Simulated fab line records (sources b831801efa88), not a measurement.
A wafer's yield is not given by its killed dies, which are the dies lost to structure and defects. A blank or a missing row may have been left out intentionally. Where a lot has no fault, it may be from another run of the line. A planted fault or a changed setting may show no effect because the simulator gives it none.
Chamber matching / flow sfq-line / 4 sister chambers for SFQ_TRILAYER_I7_CMP_CMP_184 on cmp-01
The step polishes SiO2. 20 wafers are shown with their chamber, then 9 later ones without.

## WAFERS, EACH WITH ITS CHAMBER
wafer=L538.1; chamber=1; motor-current-A (A)=11.1; time-to-endpoint-s (s)=230; slurry-filter-dp-kPa (kPa)=13.51
wafer=L538.3; chamber=3; motor-current-A (A)=9.7; time-to-endpoint-s (s)=228; slurry-filter-dp-kPa (kPa)=13.49
wafer=L538.6; chamber=1; motor-current-A (A)=10.8; time-to-endpoint-s (s)=236; slurry-filter-dp-kPa (kPa)=13.48
wafer=L544.1; chamber=3; motor-current-A (A)=10.3; time-to-endpoint-s (s)=196; slurry-filter-dp-kPa (kPa)=13.59
wafer=L544.3; chamber=0; motor-current-A (A)=10.6; time-to-endpoint-s (s)=221; slurry-filter-dp-kPa (kPa)=13.49
wafer=L544.5; chamber=2; motor-current-A (A)=9.4; time-to-endpoint-s (s)=223; slurry-filter-dp-kPa (kPa)=13.69
wafer=L545.1; chamber=3; motor-current-A (A)=10.2; time-to-endpoint-s (s)=188; slurry-filter-dp-kPa (kPa)=13.39
wafer=L545.2; chamber=2; motor-current-A (A)=10.0; time-to-endpoint-s (s)=221; slurry-filter-dp-kPa (kPa)=13.49
wafer=L547.2; chamber=1; motor-current-A (A)=11.2; time-to-endpoint-s (s)=215; slurry-filter-dp-kPa (kPa)=13.42
wafer=L547.4; chamber=3; motor-current-A (A)=10.0; time-to-endpoint-s (s)=201; slurry-filter-dp-kPa (kPa)=13.57
wafer=L549.6; chamber=2; motor-current-A (A)=9.1; time-to-endpoint-s (s)=230; slurry-filter-dp-kPa (kPa)=13.44
wafer=L554.3; chamber=1; motor-current-A (A)=11.0; time-to-endpoint-s (s)=212; slurry-filter-dp-kPa (kPa)=13.59
wafer=L554.4; chamber=0; motor-current-A (A)=9.7; time-to-endpoint-s (s)=216; slurry-filter-dp-kPa (kPa)=13.59
wafer=L554.5; chamber=3; motor-current-A (A)=9.6; time-to-endpoint-s (s)=199; slurry-filter-dp-kPa (kPa)=13.59
wafer=L556.3; chamber=0; motor-current-A (A)=9.9; time-to-endpoint-s (s)=206; slurry-filter-dp-kPa (kPa)=13.82
wafer=L556.1; chamber=2; motor-current-A (A)=10.0; time-to-endpoint-s (s)=222; slurry-filter-dp-kPa (kPa)=13.64
wafer=L556.5; chamber=3; motor-current-A (A)=9.4; time-to-endpoint-s (s)=211; slurry-filter-dp-kPa (kPa)=13.75
wafer=L557.4; chamber=0; motor-current-A (A)=10.1; time-to-endpoint-s (s)=222; slurry-filter-dp-kPa (kPa)=13.47
wafer=L557.1; chamber=2; motor-current-A (A)=9.8; time-to-endpoint-s (s)=221; slurry-filter-dp-kPa (kPa)=13.58
wafer=L557.5; chamber=0; motor-current-A (A)=9.7; time-to-endpoint-s (s)=221; slurry-filter-dp-kPa (kPa)=13.56

SIGNATURES, as means of the wafers listed above
reading=motor-current-A; chamber 0=10.000; chamber 1=11.025; chamber 2=9.660; chamber 3=9.867; scatter within a chamber=0.346
reading=time-to-endpoint-s; chamber 0=217.20; chamber 1=223.25; chamber 2=223.40; chamber 3=203.83; scatter within a chamber=10.1
reading=slurry-filter-dp-kPa; chamber 0=13.5860; chamber 1=13.5000; chamber 2=13.5680; chamber 3=13.5633; scatter within a chamber=0.114
Rule: for each reading, subtract the chamber's mean from the wafer's reading, divide by that reading's scatter and square the result; add these up over the readings and take the root, which gives the wafer's distance from the chamber. If the next closest chamber is less than 2 further off than the closest, the wafer can't be placed; otherwise it belongs to the closest. The scatter is the square root of a quotient: the sum, over the shown wafers, of each reading's squared deviation from its chamber's mean, divided by wafers minus chambers.

## WAFERS WITH NO CHAMBER GIVEN
wafer=L558.1; motor-current-A (A)=10.8; time-to-endpoint-s (s)=219; slurry-filter-dp-kPa (kPa)=13.51
wafer=L558.3; motor-current-A (A)=9.7; time-to-endpoint-s (s)=213; slurry-filter-dp-kPa (kPa)=13.48
wafer=L558.6; motor-current-A (A)=10.8; time-to-endpoint-s (s)=221; slurry-filter-dp-kPa (kPa)=13.43
wafer=L560.1; motor-current-A (A)=9.2; time-to-endpoint-s (s)=215; slurry-filter-dp-kPa (kPa)=13.39
wafer=L560.4; motor-current-A (A)=9.9; time-to-endpoint-s (s)=206; slurry-filter-dp-kPa (kPa)=13.41
wafer=L560.3; motor-current-A (A)=10.9; time-to-endpoint-s (s)=211; slurry-filter-dp-kPa (kPa)=13.73
wafer=L561.2; motor-current-A (A)=10.6; time-to-endpoint-s (s)=213; slurry-filter-dp-kPa (kPa)=13.56
wafer=L561.5; motor-current-A (A)=9.7; time-to-endpoint-s (s)=222; slurry-filter-dp-kPa (kPa)=13.41
wafer=L561.6; motor-current-A (A)=10.7; time-to-endpoint-s (s)=217; slurry-filter-dp-kPa (kPa)=13.46

## EACH ONE'S CHAMBER
wafer=L558.1; from the rows above=can't be placed: 1 or 0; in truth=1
wafer=L558.3; from the rows above=can't be placed: 3 or 2 or 0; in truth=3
wafer=L558.6; from the rows above=can't be placed: 1 or 0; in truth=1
wafer=L560.1; from the rows above=can't be placed: 2 or 3 or 0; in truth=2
wafer=L560.4; from the rows above=can't be placed: 3 or 0 or 2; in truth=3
wafer=L560.3; from the rows above=can't be placed: 1 or 0 or 3 or 2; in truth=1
wafer=L561.2; from the rows above=can't be placed: 1 or 0 or 3 or 2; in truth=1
wafer=L561.5; from the rows above=can't be placed: 2 or 0 or 3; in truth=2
wafer=L561.6; from the rows above=can't be placed: 1 or 0 or 3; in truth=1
0 of 9 placed correctly. Can't be placed from these rows: 9 (the true chamber is among the candidates in 9). Placed wrongly: 0.
